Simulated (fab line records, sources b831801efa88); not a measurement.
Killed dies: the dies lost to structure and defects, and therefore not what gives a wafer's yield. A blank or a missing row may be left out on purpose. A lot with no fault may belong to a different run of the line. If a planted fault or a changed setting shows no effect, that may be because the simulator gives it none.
The tool behind it: which one? -- flow gf180mcu -- 15 lots, 45 wafers sampled, at 3 steps of a route of 602

== WHAT EACH GAUGE READ, for each wafer ==
GF_HV_LDD_OVL_MEAS_32.
lot,measured,on,HV_LDD_02_OVL (nm)
L915,day 12 01:07,overlay-02,2.8 0.2 2.9
L916,day 12 08:12,overlay-02,2.7 0.3 1.0
L917,day 13 00:37,overlay-02,0.7 2.2 2.1
L919,day 13 16:52,overlay-02,0.6 2.2 1.3
L920,day 14 03:31,overlay-01,4.3 2.0 2.6
L921,day 14 10:04,overlay-01,1.1 2.7 0.7
L922,day 14 09:29,overlay-01,3.7 0.1 1.1
L924,day 15 11:03,overlay-01,-0.8 0.6 -0.4
L925,day 15 12:40,overlay-02,2.2 2.9 2.2
L927,day 16 05:38,overlay-01,0.6 0.5 0.3
L929,day 16 21:03,overlay-02,2.0 0.4 -0.2
L930,day 17 03:59,overlay-02,1.7 0.1 0.3
L931,day 17 15:13,overlay-02,-0.3 -0.5 -0.3
L932,day 17 22:59,overlay-02,2.6 3.1 1.4
L935,day 18 23:04,overlay-01,0.2 0.4 -1.4

== WHICH TOOL RAN EACH LOT (tool, then ch and the chambers of the sampled wafers, then the start) ==
lot,GF_MVPSD_DEVELOP_06,GF_HV_LDD_STRIP_22
L915,"litho-track-02 ch 0, day 5 04:00","plasma-asher-01 ch 0,1, day 11 05:39"
L916,"litho-track-03 ch 0, day 5 09:00","plasma-asher-03 ch 0,1, day 11 12:58"
L917,"litho-track-02 ch 0, day 5 18:00","plasma-asher-03 ch 0,1, day 12 04:27"
L919,"litho-track-01 ch 0, day 6 08:00","plasma-asher-01 ch 0,1, day 12 20:09"
L920,"litho-track-03 ch 0, day 6 15:00","plasma-asher-02 ch 0,1, day 13 06:44"
L921,"litho-track-01 ch 0, day 6 18:00","plasma-asher-01 ch 0,1, day 13 12:23"
L922,"litho-track-01 ch 0, day 6 22:00","plasma-asher-02 ch 0,1, day 13 12:05"
L924,"litho-track-03 ch 0, day 7 12:00","plasma-asher-03 ch 0,1, day 14 13:08"
L925,"litho-track-03 ch 0, day 7 18:00","plasma-asher-02 ch 0,1, day 14 15:42"
L927,"litho-track-03 ch 0, day 8 03:00","plasma-asher-02 ch 1, day 15 06:34"
L929,"litho-track-03, day 8 20:00","plasma-asher-01 ch 0, day 15 22:14"
L930,"litho-track-01, day 9 01:00","plasma-asher-01 ch 0,1, day 16 04:29"
L931,"litho-track-01, day 9 09:00","plasma-asher-03 ch 0,1, day 16 15:50"
L932,"litho-track-01 ch 0, day 9 17:00","plasma-asher-03 ch 1, day 16 23:17"
L935,"litho-track-02 ch 0, day 10 12:00","plasma-asher-02 ch 0,1, day 17 22:45"
- GF_MVPSD_DEVELOP_06: develop time 60 s.
- GF_HV_LDD_STRIP_22: strips in O2/N2.

== AS READ BY THE TOOLS THEMSELVES (means over the sampled wafers that have a number; for cases with no such wafer, the mark the record gives instead) ==
GF_MVPSD_DEVELOP_06.
lot,tool,chill-plate-temp-C (C),resist-line-temp-C (C)
L915,litho-track-02,23.04,22.94
L916,litho-track-03,22.93,23.18
L917,litho-track-02,22.90,23.03
L919,litho-track-01,22.78,22.90
L920,litho-track-03,23.13,22.88
L921,litho-track-01,22.96,23.01
L922,litho-track-01,22.88,22.84
L924,litho-track-03,22.90,22.99
L925,litho-track-03,23.10,22.89
L927,litho-track-03,23.13,23.08
L929,litho-track-03,-,-
L930,litho-track-01,-,-
L931,litho-track-01,-,-
L932,litho-track-01,23.02,22.91
L935,litho-track-02,23.07,22.98

GF_HV_LDD_STRIP_22.
lot,tool,drypump-motor-current-A (A),heater-power-w (W),oes-product-au (a.u.),strip-time-to-endpoint-s (s)
L915,plasma-asher-01,5.5,336,0.717,12.59
L916,plasma-asher-03,6.0,281,0.716,12.64
L917,plasma-asher-03,6.3,278,0.718,12.64
L919,plasma-asher-01,5.4,321,0.716,12.66
L920,plasma-asher-02,5.9,379,0.715,12.63
L921,plasma-asher-01,5.4,321,0.717,12.59
L922,plasma-asher-02,6.0,338,0.712,12.64
L924,plasma-asher-03,6.0,286,0.714,12.60
L925,plasma-asher-02,6.0,345,0.716,12.62
L927,plasma-asher-02,6.2,299,0.714,12.66
L929,plasma-asher-01,5.2,321,0.717,12.60
L930,plasma-asher-01,5.5,335,0.717,12.62
L931,plasma-asher-03,6.0,287,0.712,12.64
L932,plasma-asher-03,6.6,279,0.714,12.60
L935,plasma-asher-02,5.9,387,0.717,12.64

== THE ANSWER, worked out from the rows above alone ==
Rule: what is usual is taken from the lots themselves. The widest of any qualifying gaps counts: lots, ordered by their means at a reading, are off when they make up no more than a third of the lots, leave a main group of 4 or more, and stand apart from it by 3 or more times the standard deviation of that group's means. Not used: any main group whose means are identical at the precision the tables above print for the reading. A lot without any number at a reading at which 4 lots or more have one is off too. All remaining lots with rows at the step are treated as sound. The gauges are gone through in route order, then the tools' own readings, and for those a lot's mean is taken as printed above. At the first step where some lot is off, the reading lying furthest off is the one used; lots without a number count as furthest.
Off, at GF_MVPSD_DEVELOP_06 on chill-plate-temp-C: L929, L930, L931. Without a number there: L929, L930, L931. Main group: mean 22.99 C, sd 0.11.
A tool fits if, at that step or a process step before it, it ran every lot that is off, and no sound lot after the first of them. Of those tried, none fits.

== WHAT WAS PUT IN BY THE SIMULATOR ==
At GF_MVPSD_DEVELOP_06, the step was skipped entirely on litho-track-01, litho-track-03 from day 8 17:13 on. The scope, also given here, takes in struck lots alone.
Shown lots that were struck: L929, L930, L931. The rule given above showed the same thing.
